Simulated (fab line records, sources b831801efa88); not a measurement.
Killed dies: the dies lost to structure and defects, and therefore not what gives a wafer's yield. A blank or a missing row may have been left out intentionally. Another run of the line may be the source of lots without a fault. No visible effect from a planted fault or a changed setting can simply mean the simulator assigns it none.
A single fault, viewed from 2 desks || flow sfq-line || each desk has only its own numbers; what lay behind them comes last

FROM THE METROLOGY DESK
Means of the sampled wafers that have a number, per lot and without regard to the tool the lot ran on: this is what the gauges read. Any lot whose mean is over 4 standard deviations away from the usual mean is out of limits and marked OUT; that distance is given in the brackets.
Columns: A = M8_OVL at SFQ_M8_OVL_MEAS_948, usual 2 nm; B = M8_AU_RS at SFQ_M8_RS_MEAS_949, usual 0.1535 ohm/sq; C = M8_AU_THK at SFQ_M8_THK_MEAS_950, usual 182.3 nm; D = M8_BOW at SFQ_M8_BOW_MEAS_951, usual 8 um
{"lot": "L188", "first seen here": "day 83 01:44", "A": 1, "B": 0.1549, "C": 181.4, "D": 12}
{"lot": "L191", "first seen here": "day 90 12:11", "A": -5, "B": 0.1536, "C": 182.5, "D": 15}
{"lot": "L193", "first seen here": "day 91 06:14", "A": -1, "B": 0.1524, "C": 183.5, "D": 0}
{"lot": "L195", "first seen here": "day 91 10:33", "A": 0, "B": 0.1520, "C": 184.3, "D": 12}
{"lot": "L197", "first seen here": "day 91 17:45", "A": 4, "B": 0.1520, "C": 183.8, "D": 2}
{"lot": "L201", "first seen here": "day 95 01:43", "A": -1, "B": 0.1553, "C": 179.6, "D": 11}
{"lot": "L202", "first seen here": "day 95 08:56", "A": 0, "B": 0.1532, "C": 183.7, "D": 6}
This desk's verdict: no lot among the 7 shows anything out of limits.

THE TOOL OWNER'S DESK: pvd-sputter-02
The tool's own readings at SFQ_TRILAYER_M8_DEP_EVAP_196 (material Au, target thk 180 nm, time 900 s): means of the sampled wafers that have a number, for each lot that ran on this tool. Any lot whose mean is over 4 standard deviations away from the usual mean is out of limits and marked OUT; that distance is given in the brackets.
Columns: A = cathode-dc-power-W at SFQ_TRILAYER_M8_DEP_EVAP_196, usual 2000.0 W
{"lot": "L188", "first seen here": "day 83 02:01", "A": 1999.7}
{"lot": "L191", "first seen here": "day 90 12:27", "A": 1999.8}
{"lot": "L193", "first seen here": "day 91 06:30", "A": 1999.7}
{"lot": "L195", "first seen here": "day 91 10:50", "A": 1999.9}
{"lot": "L197", "first seen here": "day 91 18:01", "A": 1999.9}
{"lot": "L201", "first seen here": "day 95 01:58", "A": 2000.1}
This desk's verdict: no lot among the 6 shows anything out of limits.

TAKEN TOGETHER
At the metrology desk, nothing out of limits was observed.
The desk of the tool owner found nothing out of limits.

WHAT THE SIMULATOR HAD INSERTED
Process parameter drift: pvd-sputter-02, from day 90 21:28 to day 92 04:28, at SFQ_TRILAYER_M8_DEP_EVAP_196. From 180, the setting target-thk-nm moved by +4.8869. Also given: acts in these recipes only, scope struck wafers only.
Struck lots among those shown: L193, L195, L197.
